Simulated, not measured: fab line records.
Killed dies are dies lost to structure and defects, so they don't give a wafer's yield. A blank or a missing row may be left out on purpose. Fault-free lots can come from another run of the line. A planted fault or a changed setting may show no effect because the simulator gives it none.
fab line records	flow sky130	part 1 of 2: steps 1 to 27 of 37
record lots=5	wafers=15	lastDay=50
route steps=708 shown LOCAL_INTERCONNECT@396 CONTACT@406
lots with no fault: from the same line, run without faults
startH: hours from the record's first day to the start of the lot's first wafer shown	waitH: hours from the lot's prior step to this one	" repeats the value in the row above	L1.1+2: several wafers, shown together as one row	- no value, or no start was given	* or withheld: withheld	< > ~ a bound
route shown NAME@n: NAME is a module with steps in the file, n the number in the route of the first one	usual: mean/standard deviation taken from wafers without a fault	same: alike in all rows	chamber/n: place in a boat	sites: per-site readings	_std_site: how widely they spread, as a standard deviation	_edge_site: the outer-site mean with the inner-site mean subtracted	radiusMm: for every site, how far away it sits from the centre of the wafer	mask NAME#n: copy n	behind: the tool/chamber that last shaped the wafer	hold: why the lot went on hold/how many hours it stayed there/how the hold came to an end	device: names the non-switching transistor (n, p or np)	end of line: tests of these same wafers at the route's end	step lacking rows: just its recipe	killed: at the first sort, the dies lost to defects and structure; wafer yield is something else	map: the dies of a wafer, with x for killed, . for not killed, _ for no die there
set.NAME: the setting the step ran with; set.NAME@STEP: the setting that earlier step ran with	model.NAME: the simulator's own value behind a step, which no gauge read
a table for each step, a row for each wafer; lots at some steps of the route
services: the hour from which a tool's chamber was out of use, counted from the record's first day as startH (under 0 if before that day), plus the number of hours and why
## steps
# step SKY_LOCAL_INTERCONNECT_PEB_09
# recipe pebTempC=withheld	pebTimeS=withheld	resist=KrF-thick
lot.wafer	tool	chamber	startH	waitH
L074.1+2+5	lithoTrack-04	0	-	-
L083.1+2+4	lithoTrack-03	0	-	-
L090.2+3+6	lithoTrack-03	0	-	-
L094.2+4+5	lithoTrack-02	0	-	-
L096.4+5+6	lithoTrack-02	0	-	-
# step SKY_LOCAL_INTERCONNECT_DEVELOP_10
# recipe developTimeS=60	resist=KrF-thick	devTempC=21
lot.wafer	tool	chamber	startH	waitH
L074.1+2+5	lithoTrack-04	0	-	-
L083.1+2+4	lithoTrack-03	0	-	-
L090.2+3+6	lithoTrack-03	0	-	-
L094.2+4+5	lithoTrack-02	0	-	-
L096.4+5+6	lithoTrack-02	0	-	-
# step SKY_LOCAL_INTERCONNECT_CD_MEAS_11
# recipe targetCdNm=170
# usual cdNm=169.3/1.4
lot.wafer	tool	chamber	startH	waitH	cdNm
L074.1	cdSem-02	-	699.95	-	167.1
L074.2	"	-	"	"	169.1
L074.5	"	-	"	"	169.1
L083.1	cdSem-02	-	774.95	-	171.6
L083.2	"	-	"	"	171.3
L083.4	"	-	"	"	170.4
L090.2	cdSem-02	-	828.87	-	170.7
L090.3	"	-	"	"	170.5
L090.6	"	-	"	"	170.0
L094.2	cdSem-02	-	859.40	-	170.2
L094.4	"	-	"	"	169.1
L094.5	"	-	"	"	169.4
L096.4	cdSem-02	-	864.69	-	172.9
L096.5	"	-	"	"	171.3
L096.6	"	-	"	"	170.4
# step SKY_LOCAL_INTERCONNECT_OVL_MEAS_12
# usual LOCAL_INTERCONNECT_OVL=2/6.6
lot.wafer	tool	chamber	startH	waitH	LOCAL_INTERCONNECT_OVL[nm]
L074.1	overlay-02	-	700.07	0.1	5
L074.2	"	-	"	"	4
L074.5	"	-	"	"	12
L083.1	overlay-02	-	775.07	0.1	8
L083.2	"	-	"	"	7
L083.4	"	-	"	"	9
L090.2	overlay-02	-	828.98	0.1	13
L090.3	"	-	"	"	10
L090.6	"	-	"	"	10
L094.2	overlay-01	-	859.50	0.1	11
L094.4	"	-	"	"	7
L094.5	"	-	"	"	4
L096.4	overlay-01	-	864.77	0.1	-9
L096.5	"	-	"	"	-2
L096.6	"	-	"	"	-3
# step SKY_LOCAL_INTERCONNECT_ETCH_13
# recipe chemistry=N2/H2	target=BARC	ionEnergyEv=200	biasW=100	pressureMtorr=30	n2FlowSccm=100	h2FlowSccm=200	icpW=500	stopOn=SiO2	timeS=45.9	targetDepthA=600
# usual drypumpMotorCurrentA=5.7/0.47	oesProductAu=0.855/0.0049	rfFwdPowerW=495.7/1.7	throttleValvePct=13.225/0.0087
lot.wafer	tool	chamber	startH	waitH	drypumpMotorCurrentA	oesProductAu	rfFwdPowerW	rfHoursCounterH	throttleValvePct
L074.1	rieMetal-03	0	700.11	0.0	5.2	0.853	496.2	12	13.206
L074.2	"	1	"	"	5.0	0.864	496.2	4	13.223
L074.5	"	1	"	"	5.0	0.859	496.1	-	13.233
L083.1	rieMetal-04	0	775.11	0.0	6.4	0.847	498.1	0	13.243
L083.2	"	1	"	"	5.7	0.858	492.4	16	13.207
L083.4	"	0	"	"	6.3	0.863	495.1	-	13.224
L090.2	rieMetal-04	0	829.01	0.0	6.4	0.853	496.6	4	13.225
L090.3	"	1	"	"	5.7	0.864	494.6	-	13.232
L090.6	"	0	"	"	6.4	0.854	497.0	-	13.226
L094.2	rieMetal-04	1	859.53	0.0	5.7	0.846	495.0	1	13.219
L094.4	"	1	"	"	5.7	0.854	494.3	-	13.216
L094.5	"	1	"	"	5.7	0.861	494.3	-	13.231
L096.4	rieMetal-04	0	864.81	0.0	6.3	0.849	498.3	-	13.216
L096.5	"	1	"	"	5.7	0.859	491.6	-	13.223
L096.6	"	0	"	"	6.3	0.854	495.8	-	13.217
# step SKY_LOCAL_INTERCONNECT_METAL_ETCH_14
# recipe targetDepthNm=110	stopOn=PSG	chemistry=Cl2/BCl3	target=TiN	resistSidewallDeg=88	pressureMtorr=10	icpW=900	biasW=48.5	Cl2_flow_sccm=60	bcl3FlowSccm=30	timeS=31.4
# usual drypumpMotorCurrentA=5.7/0.46	mfcCl2Sccm=59.99/0.2	oesProductAu=0.939/0.0072	rfFwdPowerW=891/3.9	throttleValvePct=21.902/0.0095
lot.wafer	tool	chamber	startH	waitH	drypumpMotorCurrentA	mfcCl2Sccm	oesProductAu	rfFwdPowerW	rfHoursCounterH	throttleValvePct
L074.1	rieMetal-03	0	700.17	0.0	5.2	60.08	0.943	891	12	21.914
L074.2	"	1	"	"	5.0	59.97	0.953	893	4	21.907
L074.5	"	1	"	"	5.0	60.04	0.951	892	-	21.912
L083.1	rieMetal-04	0	775.17	0.0	6.3	59.90	0.934	893	0	21.907
L083.2	"	1	"	"	5.7	60.03	0.941	885	16	21.904
L083.4	"	0	"	"	6.3	60.04	0.946	897	-	21.895
L090.2	rieMetal-04	0	829.07	0.0	6.3	59.85	0.939	898	4	21.906
L090.3	"	1	"	"	5.7	59.81	0.943	886	-	21.909
L090.6	"	0	"	"	6.3	59.80	0.943	897	-	21.905
L094.2	rieMetal-04	1	859.60	0.0	5.7	60.37	0.936	890	1	21.899
L094.4	"	1	"	"	5.7	60.43	0.934	890	-	21.907
L094.5	"	1	"	"	5.7	60.29	0.938	892	-	21.891
L096.4	rieMetal-04	0	864.86	0.0	6.3	60.07	0.932	893	-	21.916
L096.5	"	1	"	"	5.7	60.17	0.934	886	-	21.912
L096.6	"	0	"	"	6.3	60.34	0.942	894	-	21.904
# step SKY_LOCAL_INTERCONNECT_STRIP_15
# recipe chemistry=O2/N2	powerW=1400	pressureMtorr=1500	platenTempC=withheld	o2FlowSccm=3000	n2FlowSccm=300	overashFraction=0.5
# usual drypumpMotorCurrentA=5.9/0.46	oesProductAu=0.427/0.0051	stripTimeToEndpointS=4.721/0.02
lot.wafer	tool	chamber	startH	waitH	drypumpMotorCurrentA	oesProductAu	rfHoursCounterH	stripTimeToEndpointS
L074.1	plasmaAsher-02	1	700.23	0.0	6.2	0.425	90	4.754
L074.2	"	0	"	"	5.4	0.425	90	4.715
L074.5	"	0	"	"	5.4	0.423	-	4.744
L083.1	plasmaAsher-01	0	775.22	0.0	6.7	0.430	4	4.715
L083.2	"	1	"	"	5.7	0.427	4	4.737
L083.4	"	1	"	"	5.7	0.429	-	4.728
L090.2	plasmaAsher-02	0	829.12	0.0	5.4	0.422	105	4.687
L090.3	"	0	"	"	5.4	0.421	-	4.686
L090.6	"	0	"	"	5.4	0.428	-	4.691
L094.2	plasmaAsher-02	1	859.65	0.0	6.2	0.428	110	4.697
L094.4	"	0	"	"	5.4	0.431	-	4.717
L094.5	"	0	"	"	5.4	0.424	-	4.702
L096.4	plasmaAsher-02	1	864.93	0.1	6.2	0.431	-	4.714
L096.5	"	1	"	"	6.2	0.428	-	4.721
L096.6	"	0	"	"	5.4	0.428	-	4.706
# step SKY_LOCAL_INTERCONNECT_STRIP_16
# recipe chemistry=postEtchResidueRemover	timeS=1200	tempC=72.5
# usual bathGuardTempC=72.2/0.45
lot.wafer	tool	chamber	startH	waitH	bathGuardTempC
L074.1	wetBench-03	2	700.33	0.1	72.3
L074.2	"	2	"	"	72.3
L074.5	"	2	"	"	72.6
L083.1	wetBench-02	2	775.32	0.1	72.4
L083.2	"	2	"	"	72.1
L083.4	"	2	"	"	72.3
L090.2	wetBench-01	2	829.22	0.1	71.7
L090.3	"	2	"	"	71.7
L090.6	"	2	"	"	71.9
L094.2	wetBench-02	1	859.75	0.1	72.3
L094.4	"	1	"	"	71.9
L094.5	"	1	"	"	72.3
L096.4	wetBench-03	2	865.00	0.0	72.6
L096.5	"	2	"	"	73.0
L096.6	"	2	"	"	72.6
# step SKY_LOCAL_INTERCONNECT_CLEAN_17
# recipe chemistry=IPA	timeS=180	tempC=25
lot.wafer	tool	chamber	startH	waitH
L074.1+2+5	wetBench-01	3	700.73	0.0
L083.1+2+4	wetBench-01	2	775.69	0.0
L090.2+3+6	wetBench-02	0	829.56	0.0
L094.2+4+5	wetBench-01	3	860.15	0.0
L096.4+5+6	wetBench-02	0	865.37	0.0
# step SKY_LOCAL_INTERCONNECT_CLEAN_18
# recipe chemistry=O3/DIW	dry=n2Spin
lot.wafer	tool	chamber	startH	waitH
L074.1+2+5	wetBench-01	3	700.79	0.0
L083.1+2+4	wetBench-02	3	775.75	0.0
L090.2+3+6	wetBench-03	0	829.62	0.0
L094.2+4+5	wetBench-03	3	860.22	0.0
L096.4+5+6	wetBench-03	2	865.43	0.0
# step SKY_CONTACT_CVD_00
# recipe material=Si3N4	targetThkNm=75	tempC=400	timeS=withheld	rfW=450
# usual heaterPowerW=732/95	rfFwdPowerW=443.7/2.2
lot.wafer	tool	chamber	startH	waitH	heaterPowerW	rfFwdPowerW
L074.1	pecvd-04	1	700.88	0.0	728	444.7
L074.2	"	0	"	"	712	443.9
L074.5	"	1	"	"	751	446.7
L083.1	pecvd-01	0	775.85	0.0	711	445.1
L083.2	"	1	"	"	765	444.7
L083.4	"	1	"	"	764	444.9
L090.2	pecvd-04	1	829.71	0.0	723	446.2
L090.3	"	0	"	"	754	445.0
L090.6	"	2	"	"	598	446.1
L094.2	pecvd-02	0	860.31	0.0	675	441.1
L094.4	"	1	"	"	893	442.0
L094.5	"	0	"	"	708	440.2
L096.4	pecvd-02	1	865.55	0.0	889	441.3
L096.5	"	0	"	"	804	441.7
L096.6	"	2	"	"	662	441.6
# step SKY_CONTACT_THK_MEAS_01
# recipe reads=Si3N4_of_CONTACT_CVD_00
# usual CONTACT_CVD_00_THK=74.9/0.93
lot.wafer	tool	chamber	startH	waitH	CONTACT_CVD_00_THK[nm]
L074.1	filmMetro-01	-	700.92	-	75.1
L074.2	"	-	"	"	73.6
L074.5	"	-	"	"	75.9
L083.1	filmMetro-01	-	775.89	-	75.3
L083.2	"	-	"	"	75.0
L083.4	"	-	"	"	76.8
L090.2	filmMetro-02	-	829.76	-	75.1
L090.3	"	-	"	"	75.0
L090.6	"	-	"	"	76.4
L094.2	filmMetro-01	-	860.35	-	75.2
L094.4	"	-	"	"	75.0
L094.5	"	-	"	"	75.4
L096.4	filmMetro-03	-	865.59	-	75.6
L096.5	"	-	"	"	75.9
L096.6	"	-	"	"	76.0
# step SKY_CONTACT_HDPCVD_02
# recipe material=SiO2	targetThkNm=565	sigmaOpenFrac=0.3	timeS=94.2	tempC=600	sih4FlowSccm=60	pressureMtorr=6
lot.wafer	tool	chamber	startH	waitH
L074.1+2+5	hdpcvd-02	0,2,2	700.98	0.1
L083.1+2+4	hdpcvd-02	1,2,1	775.95	0.1
L090.2+3+6	hdpcvd-01	0,1,0	829.81	0.0
L094.2+4+5	hdpcvd-02	0,2,1	860.40	0.0
L096.4+5+6	hdpcvd-01	0,2,1	865.66	0.1
# step SKY_CONTACT_THK_MEAS_03
# recipe reads=SiO2_of_CONTACT_HDPCVD_02
# usual CONTACT_HDPCVD_THK=568/5.9
lot.wafer	tool	chamber	startH	waitH	CONTACT_HDPCVD_THK[nm]
L074.1	filmMetro-02	-	701.04	0.0	568
L074.2	"	-	"	"	567
L074.5	"	-	"	"	577
L083.1	filmMetro-03	-	776.01	0.0	555
L083.2	"	-	"	"	564
L083.4	"	-	"	"	559
L090.2	filmMetro-01	-	829.89	0.0	569
L090.3	"	-	"	"	569
L090.6	"	-	"	"	565
L094.2	filmMetro-02	-	860.48	0.0	566
L094.4	"	-	"	"	560
L094.5	"	-	"	"	560
L096.4	filmMetro-02	-	865.72	0.0	569
L096.5	"	-	"	"	560
L096.6	"	-	"	"	562
# step SKY_CONTACT_CMP_04
# recipe material=SiO2	downForcePsi=4	platenRpm=60	padVelocityMS=0.94248
# usual motorCurrentA=11.2/1.5	platenRpm=59.99/0.04	timeToEndpointS=82/3.3
lot.wafer	tool	chamber	startH	waitH	motorCurrentA	platenRpm	timeToEndpointS
L074.1	cmp-01	3	701.15	0.1	10.7	59.94	83
L074.2	"	1	"	"	12.1	59.91	85
L074.5	"	2	"	"	13.0	59.96	85
L083.4	cmp-01	2	776.15	0.1	14.0	59.96	79
L083.2	"	0	"	"	9.2	60.00	78
L083.1	"	1	"	"	11.7	60.00	75
L090.2	cmp-01	0	830.24	0.3	10.0	59.97	78
L090.3	"	1	"	"	11.6	60.06	80
L090.6	"	3	"	"	10.5	59.95	79
L094.2	cmp-01	1	860.63	0.1	12.1	59.92	81
L094.4	"	2	"	"	12.9	60.04	84
L094.5	"	0	"	"	9.5	60.01	80
L096.4	cmp-02	3	865.85	0.1	11.7	59.99	81
L096.5	"	1	"	"	11.4	60.02	80
L096.6	"	2	"	"	13.0	59.95	80
# step SKY_CONTACT_BOW_MEAS_05
# recipe mode=bow
# usual CONTACT_BOW=81/6.1
lot.wafer	tool	chamber	startH	waitH	CONTACT_BOW[um]
L074.1	filmMetro-03	-	701.40	0.2	91
L074.2	"	-	"	"	84
L074.5	"	-	"	"	86
L083.1	filmMetro-01	-	776.45	0.1	79
L083.2	"	-	"	"	77
L083.4	"	-	"	"	80
L090.2	filmMetro-03	-	830.51	0.2	75
L090.3	"	-	"	"	78
L090.6	"	-	"	"	82
L094.2	filmMetro-01	-	860.85	0.2	74
L094.4	"	-	"	"	87
L094.5	"	-	"	"	83
L096.4	filmMetro-03	-	866.11	0.2	87
L096.5	"	-	"	"	82
L096.6	"	-	"	"	82
# step SKY_CONTACT_DEHYDRATE_06
# recipe tempC=200	timeS=60
lot.wafer	tool	chamber	startH	waitH
L074.1+2+5	lithoTrack-02	0	714.83	13.4
L083.1+2+4	lithoTrack-01	0	788.70	12.2
L090.2+3+6	lithoTrack-01	0	842.47	11.9
L094.2+4+5	lithoTrack-02	0	873.35	12.5
L096.4+5+6	lithoTrack-01	0	878.92	12.8
# step SKY_CONTACT_HMDS_07
# recipe primeTimeS=60	primeTempC=120
lot.wafer	tool	chamber	startH	waitH
L074.1+2+5	lithoTrack-02	0	714.98	0.1
L083.1+2+4	lithoTrack-01	0	788.85	0.1
L090.2+3+6	lithoTrack-01	0	842.62	0.1
L094.2+4+5	lithoTrack-02	0	873.50	0.1
L096.4+5+6	lithoTrack-01	0	879.07	0.1
# step SKY_CONTACT_COAT_08
# recipe resist=BARC	tempC=withheld	timeS=withheld	spinRpm=3000	resistThkNm=60
# usual spinSpeedRpm=3000.3/1.9
lot.wafer	tool	chamber	startH	waitH	spinSpeedRpm
L074.1	lithoTrack-02	0	715.13	0.1	2999.7
L074.2	"	0	"	"	3000.9
L074.5	"	0	"	"	3001.6
L083.1	lithoTrack-01	0	789.00	0.1	2997.7
L083.2	"	0	"	"	2999.6
L083.4	"	0	"	"	2999.0
L090.2	lithoTrack-01	0	842.77	0.1	2998.8
L090.3	"	0	"	"	2999.3
L090.6	"	0	"	"	3000.3
L094.2	lithoTrack-02	0	873.65	0.1	2996.2
L094.4	"	0	"	"	2999.5
L094.5	"	0	"	"	2998.2
L096.4	lithoTrack-01	0	879.22	0.1	3000.6
L096.5	"	0	"	"	2999.9
L096.6	"	0	"	"	2996.4
# step SKY_CONTACT_COAT_09
# recipe resist=KrF-thick	spinRpm=3000	resistThkNm=450
# usual spinSpeedRpm=3000.1/2.2
lot.wafer	tool	chamber	startH	waitH	spinSpeedRpm
L074.1	lithoTrack-02	0	-	-	2998.0
L074.2	"	0	"	"	3000.4
L074.5	"	0	"	"	3001.6
L083.1	lithoTrack-01	0	-	-	2998.1
L083.2	"	0	"	"	2998.2
L083.4	"	0	"	"	2999.5
L090.2	lithoTrack-01	0	-	-	2999.4
L090.3	"	0	"	"	3000.6
L090.6	"	0	"	"	2998.5
L094.2	lithoTrack-02	0	-	-	2998.1
L094.4	"	0	"	"	2998.6
L094.5	"	0	"	"	2996.6
L096.4	lithoTrack-01	0	-	-	2996.1
L096.5	"	0	"	"	3000.2
L096.6	"	0	"	"	3000.6
# step SKY_CONTACT_SOFTBAKE_10
# recipe tempC=100	timeS=90	resist=KrF-thick
lot.wafer	tool	chamber	startH	waitH
L074.1+2+5	lithoTrack-02	0	-	-
L083.1+2+4	lithoTrack-01	0	-	-
L090.2+3+6	lithoTrack-01	0	-	-
L094.2+4+5	lithoTrack-02	0	-	-
L096.4+5+6	lithoTrack-01	0	-	-
# step SKY_CONTACT_EXPOSE_11
# recipe maskId=CTM1	na=0.8	sourceShape=annular	sigmaInner=0.55	sigmaOuter=0.85	targetCdNm=170	doseMj=38
lot.wafer	tool	chamber	startH	waitH	mask
L074.1+2+5	krfScanner-02	0	-	-	CTM1#0
L083.1+2+4	krfScanner-02	0	-	-	CTM1#0
L090.2+3+6	krfScanner-01	0	-	-	CTM1#0
L094.2+4+5	krfScanner-02	0	-	-	CTM1#0
L096.4+5+6	krfScanner-02	0	-	-	CTM1#0
# step SKY_CONTACT_PEB_12
# recipe pebTempC=withheld	pebTimeS=withheld	resist=KrF-thick
lot.wafer	tool	chamber	startH	waitH
L074.1+2+5	lithoTrack-01	0	-	-
L083.1+2+4	lithoTrack-01	0	-	-
L090.2+3+6	lithoTrack-01	0	-	-
L094.2+4+5	lithoTrack-01	0	-	-
L096.4+5+6	lithoTrack-04	0	-	-
# step SKY_CONTACT_DEVELOP_13
# recipe developTimeS=60	resist=KrF-thick	devTempC=21
lot.wafer	tool	chamber	startH	waitH
L074.1+2+5	lithoTrack-01	0	-	-
L083.1+2+4	lithoTrack-01	0	-	-
L090.2+3+6	lithoTrack-01	0	-	-
L094.2+4+5	lithoTrack-01	0	-	-
L096.4+5+6	lithoTrack-04	0	-	-
# step SKY_CONTACT_CD_MEAS_14
# recipe targetCdNm=170
# usual cdNm=170.1/1.4
lot.wafer	tool	chamber	startH	waitH	cdNm
L074.1	cdSem-01	-	729.80	-	172.2
L074.2	"	-	"	"	170.7
L074.5	"	-	"	"	171.4
L083.1	cdSem-02	-	801.80	-	169.7
L083.2	"	-	"	"	171.1
L083.4	"	-	"	"	169.7
L090.2	cdSem-02	-	856.17	-	173.0
L090.3	"	-	"	"	174.2
L090.6	"	-	"	"	172.9
L094.2	cdSem-02	-	887.07	-	168.3
L094.4	"	-	"	"	168.0
L094.5	"	-	"	"	169.0
L096.4	cdSem-02	-	892.10	-	170.7
L096.5	"	-	"	"	170.5
L096.6	"	-	"	"	170.3
# step SKY_CONTACT_OVL_MEAS_15
# usual CONTACT_OVL=-2/5.8
lot.wafer	tool	chamber	startH	waitH	CONTACT_OVL[nm]
L074.1	overlay-01	-	729.92	0.1	-12
L074.2	"	-	"	"	5
L074.5	"	-	"	"	-10
L083.1	overlay-02	-	801.92	0.1	8
L083.2	"	-	"	"	3
L083.4	"	-	"	"	-2
L090.2	overlay-01	-	856.27	0.1	5
L090.3	"	-	"	"	3
L090.6	"	-	"	"	12
L094.2	overlay-02	-	887.17	0.1	7
L094.4	"	-	"	"	2
L094.5	"	-	"	"	-8
L096.4	overlay-02	-	892.18	0.1	3
L096.5	"	-	"	"	1
L096.6	"	-	"	"	2
# step SKY_CONTACT_ETCH_16
# recipe chemistry=N2/H2	target=BARC	ionEnergyEv=200	sourceW=500	biasW=100	pressureMtorr=30	n2FlowSccm=100	h2FlowSccm=200	stopOn=SiO2	timeS=45.9	targetDepthA=600
# usual drypumpMotorCurrentA=5.7/0.41	oesProductAu=0.855/0.0049	rfFwdPowerW=494.0/2	throttleValvePct=13.225/0.0093
lot.wafer	tool	chamber	startH	waitH	drypumpMotorCurrentA	oesProductAu	rfFwdPowerW	rfHoursCounterH	throttleValvePct
L074.1	rieDiel-04	2	729.95	0.0	5.1	0.853	492.2	5	13.229
L074.2	"	3	"	"	5.6	0.862	495.3	17	13.240
L074.5	"	2	"	"	5.1	0.859	492.1	-	13.215
L083.1	rieDiel-01	0	801.95	0.0	6.1	0.853	494.3	8	13.230
L083.2	"	2	"	"	5.6	0.850	490.0	9	13.222
L083.4	"	3	"	"	5.0	0.859	494.0	20	13.219
L090.2	rieDiel-02	1	856.30	0.0	6.1	0.851	494.6	14	13.230
L090.3	"	3	"	"	6.0	0.850	494.6	22	13.219
L090.6	"	0	"	"	6.0	0.851	491.0	-	13.235
L094.2	rieDiel-02	0	887.20	0.0	6.1	0.859	492.3	8	13.215
L094.4	"	1	"	"	6.1	0.851	494.8	15	13.217
L094.5	"	2	"	"	6.2	0.848	495.7	-	13.220
L096.4	rieDiel-02	2	892.20	0.0	6.1	0.863	495.3	9	13.223
L096.5	"	0	"	"	6.1	0.850	494.2	-	13.217
L096.6	"	1	"	"	6.1	0.855	495.7	-	13.220
